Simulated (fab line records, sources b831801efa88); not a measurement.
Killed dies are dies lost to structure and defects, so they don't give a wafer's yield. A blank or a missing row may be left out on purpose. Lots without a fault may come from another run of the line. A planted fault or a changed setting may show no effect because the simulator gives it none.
Which tool did it? | flow gf180mcu | 14 lots, 42 wafers sampled, at 4 steps of a route of 602

WHAT THE GAUGES READ, wafer by wafer
GF_VT_IMPLANT_OVL_MEAS_40. Usual: VT_IMPLANT_03_OVL 0.9 nm, standard deviation 1.3.
lot  | measured     | on         | VT_IMPLANT_03_OVL (nm) | flag
L975 | day 7 13:18  | overlay-01 | 1.7 1.4 -0.3           |
L976 | day 7 19:04  | overlay-02 | 0.2 2.3 0.2            |
L977 | day 8 00:53  | overlay-01 | 2.7 0.7 1.0            |
L982 | day 9 14:08  | overlay-01 | 2.5 3.4 2.0            |
L983 | day 9 22:55  | overlay-02 | 1.5 2.6 -0.1           |
L989 | day 11 09:28 | overlay-01 | -0.3 -0.6 1.0          |
L990 | day 11 19:50 | overlay-01 | -0.7 -1.7 0.1          |
L991 | day 12 00:31 | overlay-01 | 0.4 2.0 0.2            |
L992 | day 12 08:53 | overlay-01 | 1.2 1.7 2.1            |
L993 | day 12 12:28 | overlay-02 | 0.2 1.9 1.4            |
L994 | day 12 18:35 | overlay-01 | -0.6 0.7 0.4           |
L995 | day 13 02:02 | overlay-02 | 1.3 3.5 2.9            |
L997 | day 13 16:40 | overlay-02 | -1.2 0.7 -0.6          |
L998 | day 14 01:26 | overlay-02 | 0.0 -1.3 0.3           |

GF_HV_LDD_TW_MEAS_50. Usual: HV_LDD_4_TW 567, standard deviation 5.3.
lot  | measured     | on            | HV_LDD_4_TW | flag
L975 | day 12 10:32 | film_metro-01 | 567 568 566 |
L976 | day 12 16:14 | film_metro-01 | 569 567 568 |
L977 | day 12 21:57 | film_metro-04 | 563 561 563 |
L982 | day 14 18:06 | film_metro-04 | 703 702 700 | OFF
L983 | day 15 04:24 | film_metro-02 | 715 711 711 | OFF
L989 | day 16 23:48 | film_metro-01 | 572 574 572 |
L990 | day 17 13:38 | film_metro-01 | 577 573 575 |
L991 | day 17 18:50 | film_metro-04 | 563 558 564 |
L992 | day 18 05:55 | film_metro-02 | 567 567 566 |
L993 | day 18 10:42 | film_metro-04 | 561 556 561 |
L994 | day 18 18:08 | film_metro-01 | 571 571 572 |
L995 | day 19 01:35 | film_metro-01 | 571 571 570 |
L997 | day 19 16:45 | film_metro-02 | 571 572 572 |
L998 | day 20 04:34 | film_metro-02 | 569 568 568 |

GF_SALICIDE_RS_MEAS_04: measures by four-point-probe. Usual: SALICIDE_TIN_RS 16.29 ohm/sq, standard deviation 0.28.
lot  | measured     | on            | SALICIDE_TIN_RS (ohm/sq) | flag
L975 | day 15 02:07 | film_metro-03 | 15.81 16.00 15.86        |
L976 | day 15 10:14 | film_metro-02 | 16.16 16.43 16.24        |
L977 | day 15 15:57 | film_metro-02 | 16.18 16.01 16.25        |
L982 | day 17 17:19 | film_metro-02 | 15.88 15.86 15.82        |
L983 | day 18 03:53 | film_metro-02 | 16.17 16.57 16.29        |
L989 | day 20 02:57 | film_metro-03 | 15.89 16.08 16.11        |
L990 | day 20 18:49 | film_metro-02 | 16.63 16.82 16.63        |
L991 | day 21 00:38 | film_metro-02 | 15.96 16.62 16.06        |
L992 | day 21 10:11 | film_metro-02 | 16.46 16.52 16.21        |
L993 | day 21 15:40 | film_metro-02 | 16.37 16.13 16.83        |
L994 | day 21 22:22 | film_metro-03 | 16.46 16.29 16.55        |
L995 | day 22 05:58 | film_metro-03 | 16.27 16.15 16.21        |
L997 | day 22 20:55 | film_metro-03 | 16.41 16.11 16.40        |
L998 | day 23 08:10 | film_metro-01 | 16.12 16.06 16.18        |

WHICH TOOL RAN EACH LOT (tool, then ch and the chambers of the sampled wafers, then the start)
lot  | GF_HV_LDD_IMPLANT_48
L975 | implanter-02 ch 0, day 12 10:17
L976 | implanter-02 ch 0, day 12 15:59
L977 | implanter-04 ch 0, day 12 21:43
L982 | implanter-02 ch 0, day 14 17:28
L983 | implanter-02 ch 0, day 15 03:50
L989 | implanter-01 ch 0, day 16 23:35
L990 | implanter-02 ch 0, day 17 13:23
L991 | implanter-01 ch 0, day 17 18:37
L992 | implanter-01 ch 0, day 18 05:40
L993 | implanter-04 ch 0, day 18 10:29
L994 | implanter-01 ch 0, day 18 17:53
L995 | implanter-01 ch 0, day 19 01:20
L997 | implanter-02 ch 0, day 19 16:32
L998 | implanter-01 ch 0, day 20 04:19
- GF_HV_LDD_IMPLANT_48

WHAT THE TOOLS THEMSELVES READ (means of the sampled wafers that have a number; where no wafer has one, the mark that the record gives instead)
The record holds no such reading with a usual standard deviation.

THE ANSWER, worked out from the rows above alone
Rule: a lot is off if the mean of its wafers that have a number lies more than 3 standard deviations from the usual mean. A lot without any number at a reading at which 4 lots or more have one is off too. The other lots that the step has rows for count as sound. The gauges are gone through in route order, then the tools' own readings, and for those a lot's mean is taken as printed above. The first step at which some lot is off is used, and at that step the reading that is off furthest; a lot without a number counts as furthest.
Off: L982, L983, at GF_HV_LDD_TW_MEAS_50 (HV_LDD_4_TW).
A tool fits if, at a process step before that reading, it ran every lot that is off, and no sound lot after the first of them. The gauges at GF_HV_LDD_TW_MEAS_50 are tried like those tools. None of those tried fits.

WHAT THE SIMULATOR HAD PUT IN
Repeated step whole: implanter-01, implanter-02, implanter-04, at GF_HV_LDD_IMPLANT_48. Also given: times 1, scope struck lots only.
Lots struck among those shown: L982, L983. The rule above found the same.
